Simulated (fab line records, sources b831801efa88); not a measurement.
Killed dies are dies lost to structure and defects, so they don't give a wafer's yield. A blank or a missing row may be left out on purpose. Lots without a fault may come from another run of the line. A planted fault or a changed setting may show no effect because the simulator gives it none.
Chamber matching | flow gf180mcu | GF_PASSIVATION_CVD_00 on pecvd-04: 3 sister chambers
The step deposits SiO2 from TEOS, target thk 1000 nm, time 111.95 s. 14 wafers are shown with their chamber, then 7 later ones without.

WAFERS WITH THEIR CHAMBER
wafer  | chamber | heater_power_w (W)
L082.2 | 1       | 551
L082.3 | 2       | 686
L082.4 | 1       | 592
L083.2 | 2       | 733
L083.4 | 2       | 596
L083.5 | 1       | 620
L086.3 | 1       | 622
L086.5 | 1       | 498
L086.6 | 2       | 728
L090.2 | 2       | 708
L090.3 | 0       | 619
L090.6 | 0       | 505
L092.1 | 1       | 541
L092.2 | 0       | 609

SIGNATURES (means of the wafers above)
reading        | chamber 0 | chamber 1 | chamber 2 | scatter within a chamber
heater_power_w | 577.67    | 570.67    | 690.20    | 54.4
Rule: a wafer's distance from a chamber is the root of the sum, over the readings, of the square of ((its reading less the chamber's mean) divided by the reading's scatter). The wafer belongs to the nearest chamber; if the next one is less than 2 further off, it can't be placed. The scatter: the root of (the sum of the squares of (reading less its chamber's mean) over the shown wafers, divided by (wafers less chambers)).

WAFERS WITHOUT THEIR CHAMBER
wafer  | heater_power_w (W)
L092.3 | 713
L092.4 | 590
L092.5 | 593
L092.6 | 640
L096.2 | 565
L096.4 | 598
L096.6 | 678

WHICH CHAMBER EACH WENT THROUGH
wafer  | from the rows above          | in truth
L092.3 | 2                            | 2
L092.4 | can't be placed: 0 or 1 or 2 | 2
L092.5 | can't be placed: 0 or 1 or 2 | 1
L092.6 | can't be placed: 2 or 0 or 1 | 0
L096.2 | can't be placed: 1 or 0      | 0
L096.4 | can't be placed: 0 or 1 or 2 | 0
L096.6 | can't be placed: 2 or 0 or 1 | 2
Placed correctly: 1 of 7. Can't be placed from these rows: 6 (the true chamber is among the candidates in 6). Placed wrongly: 0.
